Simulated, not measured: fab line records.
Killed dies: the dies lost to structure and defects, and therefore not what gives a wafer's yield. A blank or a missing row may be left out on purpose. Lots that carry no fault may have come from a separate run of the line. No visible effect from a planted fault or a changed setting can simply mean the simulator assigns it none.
Which tool was responsible? :: flow gf180mcu :: 24 lots, 72 wafers sampled, at 2 steps of a route of 602

WHAT THE GAUGES SHOWED, per wafer
GF_POLY_GATE_OVL_MEAS_11.
lot: L074
measured: day 9 05:30
on: overlay-01
POLY_GATE_OVL (nm): 5 -3 -7

lot: L075
measured: day 9 10:57
on: overlay-01
POLY_GATE_OVL (nm): -7 2 -1

lot: L076
measured: day 9 17:10
on: overlay-01
POLY_GATE_OVL (nm): -10 -7 -13

lot: L077
measured: day 10 00:30
on: overlay-01
POLY_GATE_OVL (nm): 3 0 -4

lot: L078
measured: day 10 05:22
on: overlay-02
POLY_GATE_OVL (nm): -1 -11 -5

lot: L079
measured: day 10 13:29
on: overlay-02
POLY_GATE_OVL (nm): -5 6 -1

lot: L080
measured: day 10 23:22
on: overlay-01
POLY_GATE_OVL (nm): -3 2 -8

lot: L081
measured: day 11 04:47
on: overlay-02
POLY_GATE_OVL (nm): -1 -5 -10

lot: L082
measured: day 11 12:30
on: overlay-01
POLY_GATE_OVL (nm): -10 1 -6

lot: L083
measured: day 12 02:14
on: overlay-01
POLY_GATE_OVL (nm): 1 2 0

lot: L084
measured: day 12 13:54
on: overlay-01
POLY_GATE_OVL (nm): 3 10 7

lot: L085
measured: day 12 17:17
on: overlay-02
POLY_GATE_OVL (nm): 0 1 3

lot: L086
measured: day 13 02:11
on: overlay-02
POLY_GATE_OVL (nm): -1 3 9

lot: L087
measured: day 13 07:25
on: overlay-01
POLY_GATE_OVL (nm): 5 3 11

lot: L088
measured: day 13 09:19
on: overlay-01
POLY_GATE_OVL (nm): 7 6 1

lot: L089
measured: day 13 19:52
on: overlay-02
POLY_GATE_OVL (nm): -5 -2 -7

lot: L090
measured: day 14 05:08
on: overlay-01
POLY_GATE_OVL (nm): 6 8 2

lot: L091
measured: day 14 08:40
on: overlay-02
POLY_GATE_OVL (nm): 8 5 0

lot: L092
measured: day 14 13:23
on: overlay-02
POLY_GATE_OVL (nm): -4 2 -3

lot: L093
measured: day 14 19:50
on: overlay-02
POLY_GATE_OVL (nm): 6 4 10

lot: L094
measured: day 15 01:50
on: overlay-01
POLY_GATE_OVL (nm): 6 3 -6

lot: L095
measured: day 15 10:41
on: overlay-02
POLY_GATE_OVL (nm): -1 -2 4

lot: L096
measured: day 15 14:06
on: overlay-02
POLY_GATE_OVL (nm): -1 3 1

lot: L097
measured: day 16 02:18
on: overlay-02
POLY_GATE_OVL (nm): -6 1 6

GF_HV_LDD_OVL_MEAS_20.
lot: L074
measured: day 10 20:05
on: overlay-02
HV_LDD_01_OVL (nm): -0.3 -1.7 -0.5

lot: L075
measured: day 11 00:36
on: overlay-02
HV_LDD_01_OVL (nm): -0.8 -1.5 -2.3

lot: L076
measured: day 11 07:59
on: overlay-01
HV_LDD_01_OVL (nm): -0.6 -0.7 -1.4

lot: L077
measured: day 11 15:00
on: overlay-02
HV_LDD_01_OVL (nm): -1.7 -3.0 -2.7

lot: L078
measured: day 11 21:05
on: overlay-02
HV_LDD_01_OVL (nm): 1.2 0.9 0.1

lot: L079
measured: day 12 04:31
on: overlay-02
HV_LDD_01_OVL (nm): -2.9 -2.6 -1.9

lot: L080
measured: day 12 15:47
on: overlay-01
HV_LDD_01_OVL (nm): -0.3 -0.3 -2.2

lot: L081
measured: day 12 21:27
on: overlay-02
HV_LDD_01_OVL (nm): 0.7 -0.5 -1.4

lot: L082
measured: day 13 05:29
on: overlay-02
HV_LDD_01_OVL (nm): 0.6 -0.4 -1.0

lot: L083
measured: day 13 23:50
on: overlay-01
HV_LDD_01_OVL (nm): 0.3 -1.0 -1.0

lot: L084
measured: day 14 08:57
on: overlay-01
HV_LDD_01_OVL (nm): -2.1 -0.7 -0.8

lot: L085
measured: day 14 12:29
on: overlay-01
HV_LDD_01_OVL (nm): -0.7 -0.1 -1.5

lot: L086
measured: day 14 20:08
on: overlay-02
HV_LDD_01_OVL (nm): -1.0 -0.2 -3.0

lot: L087
measured: day 15 02:44
on: overlay-02
HV_LDD_01_OVL (nm): -0.4 -0.4 -2.3

lot: L088
measured: day 15 05:50
on: overlay-01
HV_LDD_01_OVL (nm): 2.4 0.5 0.1

lot: L089
measured: day 15 15:54
on: overlay-02
HV_LDD_01_OVL (nm): -1.1 -0.5 -1.4

lot: L090
measured: day 16 02:36
on: overlay-01
HV_LDD_01_OVL (nm): -2.3 -1.8 -1.2

lot: L091
measured: day 16 05:40
on: overlay-02
HV_LDD_01_OVL (nm): 0.2 -1.8 -0.6

lot: L092
measured: day 16 10:59
on: overlay-01
HV_LDD_01_OVL (nm): -1.0 -0.2 -0.6

lot: L093
measured: day 16 18:20
on: overlay-02
HV_LDD_01_OVL (nm): -2.9 -2.5 -2.1

lot: L094
measured: day 17 01:02
on: overlay-02
HV_LDD_01_OVL (nm): 1.4 -0.6 1.4

lot: L095
measured: day 17 09:26
on: overlay-01
HV_LDD_01_OVL (nm): -0.4 -2.8 -2.8

lot: L096
measured: day 17 15:29
on: overlay-02
HV_LDD_01_OVL (nm): -1.6 -1.4 -2.3

lot: L097
measured: day 18 04:08
on: overlay-02
HV_LDD_01_OVL (nm): -0.3 -0.8 0.7

WHICH TOOL RAN EACH LOT (tool, then ch and the chambers of the sampled wafers, then the start)
The record shows no process step preceding these readings.

WHAT THE TOOLS THEMSELVES READ (means of the sampled wafers that have a number; where no wafer has one, the mark that the record gives instead)
The record holds no such reading with a usual standard deviation.

THE ANSWER, worked out from the rows above alone
Rule: what is usual is taken from the lots themselves. Put in order of their means at a reading, lots are off if they are a third of the lots or fewer, leave a main group of 4 or more, and stand apart from it by a gap of 3 or more times the standard deviation of the main group's means; of several such gaps the widest counts. The tables above print the reading to a certain number of digits; a main group whose means all agree to those digits is not used. Also off: a lot with no number at a reading for which 4 or more lots have one. All remaining lots with rows at the step are treated as sound. The gauges are gone through in route order, then the tools' own readings, and for those a lot's mean is taken as printed above. At the first step where some lot is off, the reading lying furthest off is the one used; lots without a number count as furthest.
No lot is off on any of the readings shown, so nothing can be concluded from this.

WHAT THE SIMULATOR HAD INSERTED
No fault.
